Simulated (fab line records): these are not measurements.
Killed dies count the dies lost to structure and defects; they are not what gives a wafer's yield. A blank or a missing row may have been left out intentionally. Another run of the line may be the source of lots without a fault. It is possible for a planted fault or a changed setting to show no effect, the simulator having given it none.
What tool caused it?    flow gf180mcu    Sampling: 12 lots, 36 wafers, 5 of 602 route steps

## WHAT EACH GAUGE READ, for each wafer
GF_V5_THK_MEAS_01.
lot   measured      on             V5_CVD_00_THK (nm)
L151  day 26 08:03  film-metro-04  305.9 306.0 303.8
L152  day 26 16:22  film-metro-04  303.2 295.8 300.2
L153  day 26 16:59  film-metro-03  302.7 303.6 303.6
L154  day 27 09:50  film-metro-04  302.4 299.4 303.2
L155  day 27 09:53  film-metro-03  299.6 306.0 303.6
L156  day 27 16:39  film-metro-02  300.4 302.3 298.8
L160  day 28 21:38  film-metro-02  304.4 297.4 301.4
L164  day 30 12:58  film-metro-03  305.9 302.8 302.7
L166  day 30 22:29  film-metro-02  300.2 299.1 304.1
L170  day 32 01:45  film-metro-02  303.3 303.7 306.7
L172  day 32 08:25  film-metro-02  300.0 297.5 299.3
L174  day 33 00:41  film-metro-03  299.3 297.9 301.9

GF_TOP_METAL_THK_MEAS_06: measures by xrf.
lot   measured      on             TOP_METAL_ALCU_THK (nm)
L151  day 27 07:22  film-metro-02  886 873 876
L152  day 27 14:36  film-metro-01  890 893 887
L153  day 27 15:41  film-metro-02  902 903 909
L154  day 28 08:21  film-metro-01  878 879 886
L155  day 28 08:33  film-metro-03  876 866 866
L156  day 28 14:45  film-metro-03  876 876 886
L160  day 29 19:14  film-metro-03  899 903 892
L164  day 31 08:32  film-metro-03  902 893 897
L166  day 31 19:17  film-metro-03  896 897 880
L170  day 32 20:47  film-metro-03  869 870 870
L172  day 33 03:22  film-metro-01  866 877 878
L174  day 33 19:00  film-metro-03  888 883 879

GF_PASSIVATION_THK_MEAS_01.
lot   measured      on             PASSIVATION_CVD_00_THK (nm)
L151  day 28 04:31  film-metro-02  1001 1000 1004
L152  day 28 11:04  film-metro-02  1002 1011 1010
L153  day 28 12:08  film-metro-04  995 997 1019
L154  day 29 04:43  film-metro-02  992 987 1014
L155  day 29 04:37  film-metro-01  1003 997 594
L156  day 29 11:07  film-metro-01  997 599 609
L160  day 30 13:55  film-metro-01  1001 991 1004
L164  day 32 02:09  film-metro-04  992 979 1006
L166  day 32 12:36  film-metro-01  1003 1006 1012
L170  day 33 13:30  film-metro-01  988 994 988
L172  day 33 19:27  film-metro-02  1000 1015 1017
L174  day 34 10:56  film-metro-04  991 997 1002

GF_PASSIVATION_THK_MEAS_03.
lot   measured      on             PASSIVATION_CVD_02_THK (nm)
L151  day 28 04:52  film-metro-02  698 699 702
L152  day 28 11:25  film-metro-04  700 710 706
L153  day 28 12:29  film-metro-01  687 703 699
L154  day 29 05:04  film-metro-02  711 702 715
L155  day 29 04:58  film-metro-04  689 694 702
L156  day 29 11:37  film-metro-02  696 712 709
L160  day 30 14:25  film-metro-02  699 695 703
L164  day 32 02:31  film-metro-04  693 681 701
L166  day 32 12:57  film-metro-02  692 694 699
L170  day 33 13:51  film-metro-02  693 691 700
L172  day 33 19:48  film-metro-04  694 706 702
L174  day 34 11:17  film-metro-02  688 684 704

## TOOL THAT RAN EACH LOT (tool first, then ch and the chambers of the sampled wafers, then the start)
lot   GF_PASSIVATION_CVD_00
L151  pecvd-04 ch 1,2, day 28 04:23
L152  pecvd-04 ch 0,1,2, day 28 10:59
L153  pecvd-04 ch 0,2, day 28 12:03
L154  pecvd-02 ch 0,2, day 29 04:35
L155  pecvd-04 ch 0,1,2, day 29 04:32
L156  pecvd-04 ch 1,2, day 29 11:02
L160  pecvd-03 ch 0,2, day 30 13:50
L164  pecvd-03 ch 0,1, day 32 02:04
L166  pecvd-02 ch 0, day 32 12:29
L170  pecvd-02 ch 0,1,2, day 33 13:26
L172  pecvd-04 ch 0,2, day 33 19:22
L174  pecvd-04 ch 0,2, day 34 10:52
- GF_PASSIVATION_CVD_00: deposits SiO2 from TEOS, target thk 1000 nm, time 111.95 s.

## WHAT THE TOOLS THEMSELVES READ (means of the sampled wafers that have a number; where no wafer has one, the mark that the record gives instead)
GF_PASSIVATION_CVD_00.
lot   tool      heater-power-outer-w (W)  heater-power-w (W)
L151  pecvd-04  334                       595
L152  pecvd-04  399                       664
L153  pecvd-04  410                       665
L154  pecvd-02  320                       562
L155  pecvd-04  425                       701
L156  pecvd-04  361                       606
L160  pecvd-03  372                       666
L164  pecvd-03  449                       764
L166  pecvd-02  397                       652
L170  pecvd-02  389                       653
L172  pecvd-04  415                       678
L174  pecvd-04  426                       679

## THE ANSWER, worked out from the rows above alone
Rule: usual is defined by the lots themselves. Put in order of their means at a reading, lots are off if they are a third of the lots or fewer, leave a main group of 4 or more, and stand apart from it by a gap of 3 or more times the standard deviation of the main group's means; of several such gaps the widest counts. The tables above print the reading to a certain number of digits; a main group whose means all agree to those digits is not used. A lot without any number at a reading at which 4 lots or more have one is off too. All remaining lots with rows at the step are treated as sound. First the gauges in route order, then the tools' own readings, where a lot's mean is used as printed above. At the first step where some lot is off, the reading lying furthest off is the one used; lots without a number count as furthest.
Off: L155, L156, seen at GF_PASSIVATION_THK_MEAS_01 (PASSIVATION_CVD_00_THK). The main group: mean 1001 nm, standard deviation 6.4.
If a tool, at a process step before that reading, ran all the lots that are off and no sound lot after the first of them, it fits. Those tools and the gauges at GF_PASSIVATION_THK_MEAS_01 are tried in the same way. Not one of the candidates tried fits.

## WHAT THE SIMULATOR HAD INSERTED
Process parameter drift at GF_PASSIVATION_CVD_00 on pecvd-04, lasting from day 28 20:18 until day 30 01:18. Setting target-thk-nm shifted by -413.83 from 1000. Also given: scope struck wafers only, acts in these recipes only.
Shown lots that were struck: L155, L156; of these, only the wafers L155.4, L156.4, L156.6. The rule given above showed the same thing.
